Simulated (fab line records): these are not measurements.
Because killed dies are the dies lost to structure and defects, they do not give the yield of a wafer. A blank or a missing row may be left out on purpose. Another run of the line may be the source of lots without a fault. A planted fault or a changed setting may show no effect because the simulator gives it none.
Which tool was responsible? || flow sfq line || 21 wafers from 7 lots sampled at 2 of the route's 325 steps

WHAT THE GAUGES READ, wafer by wafer
SFQ_I0_BOW_MEAS_907.
{"lot": "L728", "measured": "day 7 20:55", "on": "film metro-01", "I0_BOW (um)": "-8 -1 4"}
{"lot": "L731", "measured": "day 8 14:57", "on": "film metro-03", "I0_BOW (um)": "0 6 2"}
{"lot": "L733", "measured": "day 9 00:15", "on": "film metro-03", "I0_BOW (um)": "-2 -1 -4"}
{"lot": "L735", "measured": "day 9 15:51", "on": "film metro-02", "I0_BOW (um)": "17 3 14"}
{"lot": "L741", "measured": "day 11 22:17", "on": "film metro-01", "I0_BOW (um)": "23 17 11"}
{"lot": "L744", "measured": "day 12 11:02", "on": "film metro-01", "I0_BOW (um)": "1 -9 4"}
{"lot": "L750", "measured": "day 13 19:44", "on": "film metro-03", "I0_BOW (um)": "12 5 -3"}

WHAT TOOL EACH LOT RAN ON (gives the tool, then ch and the chambers of the sampled wafers, and finally the start)
{"lot": "L728", "SFQ_TRILAYER_L0_BARC_OPEN_METAL_ETCH_010": "rie metal-03 ch 0,1, day 3 19:10"}
{"lot": "L731", "SFQ_TRILAYER_L0_BARC_OPEN_METAL_ETCH_010": "rie metal-04 ch 1, day 4 10:22"}
{"lot": "L733", "SFQ_TRILAYER_L0_BARC_OPEN_METAL_ETCH_010": "rie metal-03 ch 0,1, day 4 16:08"}
{"lot": "L735", "SFQ_TRILAYER_L0_BARC_OPEN_METAL_ETCH_010": "rie metal-02 ch 1, day 5 05:19"}
{"lot": "L741", "SFQ_TRILAYER_L0_BARC_OPEN_METAL_ETCH_010": "rie metal-03 ch 0,1, day 6 13:49"}
{"lot": "L744", "SFQ_TRILAYER_L0_BARC_OPEN_METAL_ETCH_010": "rie metal-02 ch 0,1, day 7 05:25"}
{"lot": "L750", "SFQ_TRILAYER_L0_BARC_OPEN_METAL_ETCH_010": "rie metal-03 ch 1, day 8 15:01"}
- SFQ_TRILAYER_L0_BARC_OPEN_METAL_ETCH_010: etches BARC in O2, target depth 125 nm, time 41.7 s.

THE ANSWER, worked out from the rows above alone
Rule: the usual values come from the lots themselves. The widest of any qualifying gaps counts: lots, ordered by their means at a reading, are off when they make up no more than a third of the lots, leave a main group of 4 or more, and stand apart from it by 3 or more times the standard deviation of that group's means. Not used: any main group whose means are identical at the precision the tables above print for the reading. A lot without any number at a reading at which 4 lots or more have one is off too. Any other lot the step has rows for is counted as sound.
None of the lots is off at any reading shown; this tells nothing.

WHAT WAS PUT IN BY THE SIMULATOR
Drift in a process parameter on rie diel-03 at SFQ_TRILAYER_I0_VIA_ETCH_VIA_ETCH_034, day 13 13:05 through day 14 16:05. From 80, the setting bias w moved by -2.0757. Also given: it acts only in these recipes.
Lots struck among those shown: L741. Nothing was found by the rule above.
